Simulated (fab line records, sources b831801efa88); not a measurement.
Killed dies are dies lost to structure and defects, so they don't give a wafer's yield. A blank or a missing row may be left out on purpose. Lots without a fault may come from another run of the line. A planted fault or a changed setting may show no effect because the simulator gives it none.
Which tool did it? | flow gf180mcu | 12 lots, 36 wafers sampled, at 4 steps of a route of 602

WHAT THE GAUGES READ, wafer by wafer
GF_VT_IMPLANT_OVL_MEAS_18. Usual: VT_IMPLANT_01_OVL -0.1 nm, standard deviation 1.2.
lot  | measured     | on         | VT_IMPLANT_01_OVL (nm) | flag
L988 | day 6 13:43  | overlay-02 | 1.0 1.0 0.2            |
L989 | day 7 01:45  | overlay-01 | 1.4 0.9 0.1            |
L990 | day 7 02:03  | overlay-02 | 0.5 0.5 -0.4           |
L992 | day 7 17:42  | overlay-02 | 0.8 0.5 0.4            |
L993 | day 7 23:19  | overlay-01 | 0.5 -1.2 -0.6          |
L995 | day 8 13:34  | overlay-01 | -0.3 0.2 -0.7          |
L997 | day 8 23:12  | overlay-01 | 2.3 -0.5 -0.5          |
L999 | day 9 13:58  | overlay-01 | -0.8 -1.0 -2.1         |
L100 | day 9 17:38  | overlay-01 | -1.3 0.5 -1.4          |
L101 | day 10 00:15 | overlay-02 | 0.2 -0.6 -0.4          |
L107 | day 11 14:41 | overlay-01 | - - -                  | OFF
L110 | day 12 10:01 | overlay-02 | 0.0 0.9 1.2            |

GF_VT_IMPLANT_TW_MEAS_21. Usual: VT_IMPLANT_2_TW 1215, standard deviation 12.
lot  | measured     | on            | VT_IMPLANT_2_TW | flag
L988 | day 6 14:00  | film_metro-02 | 1228 1216 1226  |
L989 | day 7 02:02  | film_metro-01 | 1227 1226 1226  |
L990 | day 7 02:20  | film_metro-02 | 1212 1224 1221  |
L992 | day 7 17:59  | film_metro-03 | 1201 1200 1202  |
L993 | day 7 23:37  | film_metro-03 | 1200 1201 1205  |
L995 | day 8 13:51  | film_metro-01 | 1234 1239 1236  |
L997 | day 8 23:29  | film_metro-03 | 1197 1192 1193  |
L999 | day 9 14:15  | film_metro-02 | 1217 1218 1213  |
L100 | day 9 17:56  | film_metro-01 | 1223 1227 1224  |
L101 | day 10 00:32 | film_metro-03 | 1201 1201 1200  |
L107 | day 11 14:59 | film_metro-01 | 30 30 30        | OFF
L110 | day 12 10:18 | film_metro-02 | 1213 1212 1208  |

GF_VT_IMPLANT_TW_MEAS_32. Usual: VT_IMPLANT_3_TW 268.9, standard deviation 2.6.
lot  | measured     | on            | VT_IMPLANT_3_TW      | flag
L988 | day 7 06:05  | film_metro-02 | 269.6 268.7 270.4    |
L989 | day 7 18:23  | film_metro-01 | 272.1 271.0 271.5    |
L990 | day 7 18:49  | film_metro-02 | 268.8 269.5 269.8    |
L992 | day 8 11:02  | film_metro-01 | 273.5 274.5 273.2    |
L993 | day 8 16:02  | film_metro-03 | 265.9 263.9 265.4    |
L995 | day 9 06:47  | film_metro-03 | 266.0 265.8 266.0    |
L997 | day 9 16:53  | film_metro-02 | 270.3 268.2 268.7    |
L999 | day 10 07:32 | film_metro-02 | 266.3 268.8 268.6    |
L100 | day 10 11:53 | film_metro-03 | 266.0 267.1 266.3    |
L101 | day 10 18:24 | film_metro-03 | 267.4 266.7 264.5    |
L107 | day 12 09:59 | film_metro-01 | 1236.9 1234.4 1227.2 | OFF
L110 | day 13 02:39 | film_metro-02 | 268.0 269.2 267.8    |

WHICH TOOL RAN EACH LOT (tool, then ch and the chambers of the sampled wafers, then the start)
lot  | GF_VT_IMPLANT_EXPOSE_15
L988 | iline_stepper-01 ch 0, day 6 06:49
L989 | iline_stepper-02 ch 0, day 6 18:34
L990 | iline_stepper-01 ch 0, day 6 19:02
L992 | iline_stepper-01 ch 0, day 7 09:35
L993 | iline_stepper-02 ch 0, day 7 16:12
L995 | iline_stepper-02 ch 0, day 8 05:32
L997 | iline_stepper-02 ch 0, day 8 15:17
L999 | iline_stepper-02 ch 0, day 9 05:55
L100 | iline_stepper-02 ch 0, day 9 09:37
L101 | iline_stepper-01 ch 0, day 9 15:29
L107 | iline_stepper-01 ch 0, day 11 05:10
L110 | iline_stepper-01 ch 0, day 12 00:26
- GF_VT_IMPLANT_EXPOSE_15: exposes mask Nwell LV AREA, target cd 860 nm.

WHAT THE TOOLS THEMSELVES READ (means of the sampled wafers that have a number; where no wafer has one, the mark that the record gives instead)
The record holds no such reading with a usual standard deviation.

THE ANSWER, worked out from the rows above alone
Rule: a lot is off if the mean of its wafers that have a number lies more than 3 standard deviations from the usual mean. A lot without any number at a reading at which 4 lots or more have one is off too. The other lots that the step has rows for count as sound. The gauges are gone through in route order, then the tools' own readings, and for those a lot's mean is taken as printed above. The first step at which some lot is off is used, and at that step the reading that is off furthest; a lot without a number counts as furthest.
Off: L107, at GF_VT_IMPLANT_OVL_MEAS_18 (VT_IMPLANT_01_OVL). Without a number there: L107.
A tool fits if, at a process step before that reading, it ran every lot that is off, and no sound lot after the first of them. The gauges at GF_VT_IMPLANT_OVL_MEAS_18 aren't tried: what is off there is off at GF_VT_IMPLANT_TW_MEAS_21 too, on other tools, and a gauge's error can't cause that. None of those tried fits.

WHAT THE SIMULATOR HAD PUT IN
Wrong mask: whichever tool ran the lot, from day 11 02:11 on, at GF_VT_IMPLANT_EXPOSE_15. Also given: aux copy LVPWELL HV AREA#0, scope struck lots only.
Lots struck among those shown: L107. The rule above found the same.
